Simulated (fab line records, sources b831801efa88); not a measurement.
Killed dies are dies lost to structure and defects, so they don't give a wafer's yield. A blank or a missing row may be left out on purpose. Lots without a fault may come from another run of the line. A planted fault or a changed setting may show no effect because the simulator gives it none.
fab line records | flow sky130 | part 2 of 2: steps 37 to 49 of 49
record lots=5 wafers=15 last_day=49
route steps=708 shown VT_ADJUST_NCORE@130 VT_ADJUST_HVTR@131 VT_ADJUST_PCH@143 SONOS_TUNNEL@154 SONOS_ONO@168
lots that met no fault: from a run of the same line without faults
start_h: hours from the record's first day to the start of the lot's first wafer shown | wait_h: hours since the lot's step before | " the same as in the row above | L1.1+2: a row that stands for several wafers | - no value, or no start given | * or withheld: withheld | < > ~ a bound
route shown NAME@n: a module of which the file shows steps, and the number in the route of the first | usual: mean/standard deviation of fault-free wafers | same: alike in all rows | chamber/n: place in a boat | sites: the reading at each site | _std_site: their standard deviation | _edge_site: outer sites' mean less inner sites' | radius_mm: how far each site lies from the wafer's centre | mask NAME#n: copy n | behind: the tool/chamber that last shaped the wafer | hold: why the lot was held/for how many hours/how that ended | device: the transistor (n, p or np) that didn't switch | end of line: the same wafers' tests at the end of the route | a step without rows: its recipe alone | killed: dies lost to structure and defects at the first sort, not the wafer's yield | map: a wafer's dies, x killed, . not, _ none there
set.NAME: the setting as run; set.NAME@STEP: as run at that earlier step | model.NAME: the simulator's own value behind a step, which no gauge read
lots at some steps of the route; a table a step, a row a wafer
services: from which hour (start_h, from the record's first day; less than 0 if before it) a tool's chamber was out of use, for how many hours, and why
## steps
# step SKY_SONOS_TUNNEL_TW_MEAS_12
# usual SONOS_TUNNEL_TW=195.7/2.7
# columns lot.wafer tool chamber start_h wait_h SONOS_TUNNEL_TW
L075.1 film_metro-04 - 271.27 0.0 196.4
L075.4 " - " " 195.9
L075.6 " - " " 195.1
L080.3 film_metro-04 - 293.51 0.0 193.0
L080.4 " - " " 194.8
L080.5 " - " " 194.1
L084.1 film_metro-02 - 328.28 0.0 199.3
L084.4 " - " " 199.7
L084.5 " - " " 199.3
L090.1 film_metro-02 - 380.76 0.0 198.8
L090.2 " - " " 197.8
L090.5 " - " " 197.3
L091.1 film_metro-01 - 385.43 0.0 193.1
L091.2 " - " " 193.6
L091.6 " - " " 193.2
# step SKY_SONOS_TUNNEL_CLEAN_13
# recipe chemistry=dHF time_s=20 dilution=100:1 dry=ipa_marangoni
# columns lot.wafer tool chamber start_h wait_h
L075.1+4+6 wet_bench-01 3 271.33 0.1
L080.3+4+5 wet_bench-04 2 293.55 0.0
L084.1+4+5 wet_bench-01 3 328.34 0.1
L090.1+2+5 wet_bench-04 0 380.82 0.1
L091.1+2+6 wet_bench-04 3 385.49 0.1
# step SKY_SONOS_ONO_OXIDATION_00
# recipe temp_c=800 ambient=O2 idle_temp_c=700 ramp_up_c_per_min=10 ramp_down_c_per_min=3 stabilise_s=600 purge_s=300 target_thk_a=26 ox_time_s=1249
# usual spike_tc_bottom_C=822/3.5
# same ox_time_s=1249
# columns lot.wafer tool chamber start_h wait_h spike_tc_bottom_C
L075.1 furnace-01 0 272.33 1.0 823
L075.4 " 0 " " 826
L075.6 " 0 " " 826
L080.3 furnace-02 0 293.62 0.1 817
L080.4 " 0 " " 815
L080.5 " 0 " " 817
L084.1 furnace-02 0 328.36 0.0 817
L084.4 " 0 " " 819
L084.5 " 0 " " 818
L090.1 furnace-01 0 390.08 9.3 825
L090.2 " 0 " " 825
L090.5 " 0 " " 825
L091.1 furnace-01 0 390.08 4.6 824
L091.2 " 0 " " 823
L091.6 " 0 " " 823
# step SKY_SONOS_ONO_THK_MEAS_01
# recipe reads=SiO2_of_SONOS_ONO_OXIDATION_00
# usual SONOS_ONO_OXIDATION_THK=2.59/0.05
# columns lot.wafer tool chamber start_h wait_h SONOS_ONO_OXIDATION_THK[nm]
L075.1 film_metro-01 - 273.68 0.0 2.56
L075.4 " - " " 2.51
L075.6 " - " " 2.53
L080.3 film_metro-04 - 294.98 0.0 2.57
L080.4 " - " " 2.64
L080.5 " - " " 2.68
L084.1 film_metro-01 - 329.71 0.0 2.57
L084.4 " - " " 2.55
L084.5 " - " " 2.54
L090.1 film_metro-01 - 391.43 0.0 2.64
L090.2 " - " " 2.62
L090.5 " - " " 2.63
L091.1 film_metro-04 - 391.43 0.0 2.55
L091.2 " - " " 2.54
L091.6 " - " " 2.54
# step SKY_SONOS_ONO_CVD_02
# recipe material=Si3N4 precursor=DCS/NH3 target_thk_nm=10.5 temp_c=770 time_s=180 pressure_mtorr=250
# usual spike_tc_bottom_C=789.6/2.7
# columns lot.wafer tool chamber start_h wait_h spike_tc_bottom_C
L075.1 lpcvd-02 0 274.18 0.5 791.3
L075.4 " 0 " " 792.2
L075.6 " 0 " " 790.5
L080.3 lpcvd-02 1 295.14 0.1 785.7
L080.4 " 1 " " 787.8
L080.5 " 1 " " 786.1
L084.1 lpcvd-02 0 329.77 0.1 791.2
L084.4 " 0 " " 792.1
L084.5 " 0 " " 790.4
L090.1 lpcvd-02 0 391.49 0.1 791.1
L090.2 " 0 " " 790.9
L090.5 " 0 " " 789.5
L091.1 lpcvd-02 1 391.49 0.1 785.5
L091.2 " 1 " " 786.4
L091.6 " 1 " " 785.6
# step SKY_SONOS_ONO_THK_MEAS_03
# recipe reads=Si3N4_of_SONOS_ONO_CVD_02
# usual SONOS_ONO_CVD_02_THK=10.53/0.14
# columns lot.wafer tool chamber start_h wait_h SONOS_ONO_CVD_02_THK[nm]
L075.1 film_metro-01 - 275.23 0.0 10.59
L075.4 " - " " 10.73
L075.6 " - " " 10.71
L080.3 film_metro-04 - 296.21 0.0 10.56
L080.4 " - " " 10.60
L080.5 " - " " 10.49
L084.1 film_metro-03 - 330.82 0.0 10.42
L084.4 " - " " 10.46
L084.5 " - " " 10.52
L090.1 film_metro-03 - 392.54 0.0 10.34
L090.2 " - " " 10.48
L090.5 " - " " 10.50
L091.1 film_metro-01 - 392.54 0.0 10.56
L091.2 " - " " 10.66
L091.6 " - " " 10.69
# step SKY_SONOS_ONO_CVD_04
# recipe material=SiO2 precursor=SiH4/N2O target_thk_nm=5.7199 temp_c=900 pressure_mtorr=400
# usual spike_tc_bottom_C=918.3/2.1
# columns lot.wafer tool chamber start_h wait_h spike_tc_bottom_C
L075.1 lpcvd-03 1 275.29 0.1 921.8
L075.4 " 1 " " 920.1
L075.6 " 1 " " 920.6
L080.3 lpcvd-03 1 296.25 0.0 920.1
L080.4 " 1 " " 920.1
L080.5 " 1 " " 919.7
L084.1 lpcvd-03 1 330.88 0.1 920.5
L084.4 " 1 " " 918.7
L084.5 " 1 " " 920.1
L090.1 lpcvd-03 0 392.60 0.1 916.1
L090.2 " 0 " " 915.7
L090.5 " 0 " " 916.6
L091.1 lpcvd-03 0 392.60 0.1 915.9
L091.2 " 0 " " 915.9
L091.6 " 0 " " 916.0
# step SKY_SONOS_ONO_THK_MEAS_05
# recipe reads=SiO2_of_SONOS_ONO_CVD_04
# usual SONOS_ONO_CVD_04_THK=5.74/0.13
# columns lot.wafer tool chamber start_h wait_h SONOS_ONO_CVD_04_THK[nm]
L075.1 film_metro-04 - 277.17 0.0 5.63
L075.4 " - " " 5.70
L075.6 " - " " 5.75
L080.3 film_metro-03 - 297.52 0.0 5.75
L080.4 " - " " 5.72
L080.5 " - " " 5.86
L084.1 film_metro-04 - 332.13 0.0 5.62
L084.4 " - " " 5.57
L084.5 " - " " 5.63
L090.1 film_metro-01 - 393.85 0.0 5.67
L090.2 " - " " 5.77
L090.5 " - " " 5.68
L091.1 film_metro-03 - 393.85 0.0 5.85
L091.2 " - " " 5.82
L091.6 " - " " 5.80
# step SKY_SONOS_ONO_DEHYDRATE_06
# recipe temp_c=200 time_s=60
# columns lot.wafer tool chamber start_h wait_h
L075.1+4+6 litho_track-03 0 288.62 11.4
L080.3+4+5 litho_track-04 0 309.74 12.2
L084.1+4+5 litho_track-03 0 345.22 13.1
L090.1+2+5 litho_track-03 0 407.82 14.0
L091.1+2+6 litho_track-01 0 407.83 14.0
# step SKY_SONOS_ONO_HMDS_07
# recipe prime_time_s=60 prime_temp_c=120
# columns lot.wafer tool chamber start_h wait_h
L075.1+4+6 litho_track-03 0 288.77 0.1
L080.3+4+5 litho_track-04 0 309.89 0.1
L084.1+4+5 litho_track-03 0 345.37 0.1
L090.1+2+5 litho_track-03 0 407.97 0.1
L091.1+2+6 litho_track-01 0 407.98 0.1
# step SKY_SONOS_ONO_COAT_08
# recipe resist=NOVOLAK spin_rpm=3000 resist_thk_nm=1140
# columns lot.wafer tool chamber start_h wait_h
L075.1+4+6 litho_track-03 0 288.92 0.1
L080.3+4+5 litho_track-04 0 310.04 0.1
L084.1+4+5 litho_track-03 0 345.52 0.1
L090.1+2+5 litho_track-03 0 408.12 0.1
L091.1+2+6 litho_track-01 0 408.13 0.1
# step SKY_SONOS_ONO_SOFTBAKE_09
# recipe temp_c=90 time_s=60 resist=NOVOLAK
# columns lot.wafer tool chamber start_h wait_h
L075.1+4+6 litho_track-03 0 289.07 0.1
L080.3+4+5 litho_track-04 0 310.19 0.1
L084.1+4+5 litho_track-03 0 345.67 0.1
L090.1+2+5 litho_track-03 0 408.27 0.1
L091.1+2+6 litho_track-01 0 408.28 0.1
# step SKY_SONOS_ONO_EXPOSE_10
# recipe mask_id=ONOM target_cd_nm=410 na=0.6 source_shape=conventional sigma_outer=0.6 dose_mj=150
# columns lot.wafer tool chamber start_h wait_h mask
L075.1+4+6 iline_stepper-01 0 - - ONOM#0
L080.3+4+5 iline_stepper-01 0 - - ONOM#0
L084.1+4+5 iline_stepper-02 0 - - ONOM#0
L090.1+2+5 iline_stepper-02 0 - - ONOM#0
L091.1+2+6 iline_stepper-01 0 - - ONOM#0
## services
# columns tool chamber start_h hours kind
implanter-03 - 186.98 0.5 repair
implanter-03 - 197.65 6.1 repair
implanter-04 - 214.12 23.3 pm
lpcvd-03 - 256.77 0.8 repair
implanter-02 - 265.56 3.0 pm
implanter-04 - 269.29 2.0 repair
furnace-01 - 276.26 3.6 pm
plasma_asher-02 - 303.73 8.0 repair
furnace-01 - 311.09 2.3 repair
iline_stepper-02 - 311.12 4.4 pm
implanter-01 - 312.17 30.7 pm
implanter-04 - 331.37 2.1 repair
iline_stepper-01 - 348.18 1.7 pm
furnace-01 - 349.97 3.6 pm
iline_stepper-01 - 350.92 5.8 repair
iline_stepper-02 - 355.39 5.4 repair
iline_stepper-02 - 362.65 1.7 pm
implanter-04 - 364.14 4.5 pm
implanter-02 - 370.63 7.4 pm
implanter-01 - 381.26 1.8 repair
plasma_asher-02 - 382.35 14.6 pm
implanter-04 - 390.21 2.4 repair
implanter-04 - 399.27 1.1 repair
implanter-04 - 407.61 2.4 repair
